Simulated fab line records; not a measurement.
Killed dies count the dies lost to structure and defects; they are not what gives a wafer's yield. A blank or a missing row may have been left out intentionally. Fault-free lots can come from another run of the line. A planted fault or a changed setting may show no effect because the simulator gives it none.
A struck lot beside a sound one || flow sky130 || 27 steps out of a route of 708
Sound: the wafers L354.1, L354.2, L354.5. The struck wafers were L357.3, L357.4, L357.5. The cause is given at the end.
Each step with rows lists, per side, the tool, then ch with its chambers, then its first start. Under that, the readings that differ: sound wafers || struck wafers || difference of the means || sigmas: that difference in standard deviations of wafers without a fault.
alike: a reading whose means differ by less than 2 such deviations, as well as words and numbers matching on both sides. not compared: withheld readings; readings where some wafer has no value; bounds like >300 that might hide an equal value; numbers whose values overlap and for which the record gives no deviation.
The two part at a step that has a row with sigmas, a row that says differs or no value, or rows on one side only. Numbers that have no deviation but don't overlap get no sigmas and don't part them. A reading missing from all wafers of one side parts the sides only when that side holds two or more wafers.

first, 3 steps without rows for these wafers: SKY_LDD_N_EXPOSE_04 (exposes mask NTM, target cd 840 nm); SKY_LDD_N_PEB_05; SKY_LDD_N_DEVELOP_06 (develop time 60 s).
SKY_LDD_N_OVL_MEAS_07:
  sound on overlay-02 at day 18 15:17; struck on overlay-02 at day 19 18:56
{"reading": "LDD_N_OVL (nm)", "sound": "2.5 4.0 2.6", "struck": "0.2 -0.3 -0.3", "difference": -3.2, "sigmas": -2}
then, 8 steps without rows for these wafers: SKY_LDD_N_IMPLANT_08; SKY_LDD_N_IMPLANT_09; SKY_LDD_N_IMPLANT_10; SKY_LDD_N_IMPLANT_11; SKY_LDD_N_IMPLANT_12; SKY_LDD_N_IMPLANT_13; SKY_LDD_N_IMPLANT_14; SKY_LDD_N_IMPLANT_15.
SKY_LDD_N_STRIP_16: strips in O2/N2.
  sound on plasma_asher-03 ch 0,1, day 18 16:31; struck on plasma_asher-02 ch 0,1, day 19 20:11
  no value came back on the struck wafers for chamber_pressure_mTorr (mTorr), drypump_motor_current_A (A), oes_product_au (a.u.), strip_time_to_endpoint_s (s); on the sound wafers chamber_pressure_mTorr (mTorr) reads 1498.0 1500.2 1502.4
{"reading": "model.NOVOLAK_of_LDD_N_COAT_02.thk_nm (nm)", "sound": "0 0 0", "struck": "297.7 298.6 298.6", "difference": "+298.3", "sigmas": ""}
  not compared: rf_hours_counter_h
SKY_LDD_N_TW_MEAS_17:
  sound on film_metro-02 at day 18 16:37; struck on film_metro-01 at day 19 20:17
{"reading": "LDD_N_TW", "sound": "2603 2583 2609", "struck": "2619 2636 2618", "difference": "+26", "sigmas": "+2"}
then, 7 steps without rows for these wafers: SKY_LDD_P_DEHYDRATE_00 (time 60 s); SKY_LDD_P_HMDS_01 (prime time 60 s); SKY_LDD_P_COAT_02 (resist thk 1140 nm); SKY_LDD_P_SOFTBAKE_03 (time 60 s); SKY_LDD_P_EXPOSE_04 (exposes mask PSDM, target cd 380 nm); SKY_LDD_P_PEB_05; SKY_LDD_P_DEVELOP_06 (develop time 60 s).
SKY_LDD_P_CD_MEAS_07 targets a cd of 380 nm.
  sound on cd_sem-02 at day 19 23:08; struck on cd_sem-02 at day 21 02:05
  alike: cd_nm
SKY_LDD_P_OVL_MEAS_08:
  sound on overlay-01 at day 19 23:15; struck on overlay-01 at day 21 02:10
  alike: LDD_P_OVL
next, for these wafers, 1 step has no rows: SKY_LDD_P_IMPLANT_09.
SKY_LDD_P_STRIP_10: strips in O2/N2.
  sound on plasma_asher-01 ch 0,1, day 19 23:26; struck on plasma_asher-04 ch 0,1, day 21 02:23
{"reading": "strip_time_to_endpoint_s (s)", "sound": "14.19 14.15 14.20", "struck": "18.74 18.77 18.79", "difference": "+4.59", "sigmas": "+98"}
  alike: chamber_pressure_mTorr, drypump_motor_current_A, oes_product_au
  not compared: rf_hours_counter_h
SKY_LDD_P_TW_MEAS_11:
  sound on film_metro-02 at day 19 23:32; struck on film_metro-03 at day 21 02:28
{"reading": "LDD_P_TW", "sound": "642 640 643", "struck": "30 30 30", "difference": -612, "sigmas": "-99 or more"}
then, 1 step without rows for these wafers: SKY_LDD_HVN_DEHYDRATE_00 (time 60 s).

## WHERE THEY PART
Last at SKY_LDD_P_TW_MEAS_11 as far as this record goes, first at SKY_LDD_N_OVL_MEAS_07.

WHY: what the simulator had put in
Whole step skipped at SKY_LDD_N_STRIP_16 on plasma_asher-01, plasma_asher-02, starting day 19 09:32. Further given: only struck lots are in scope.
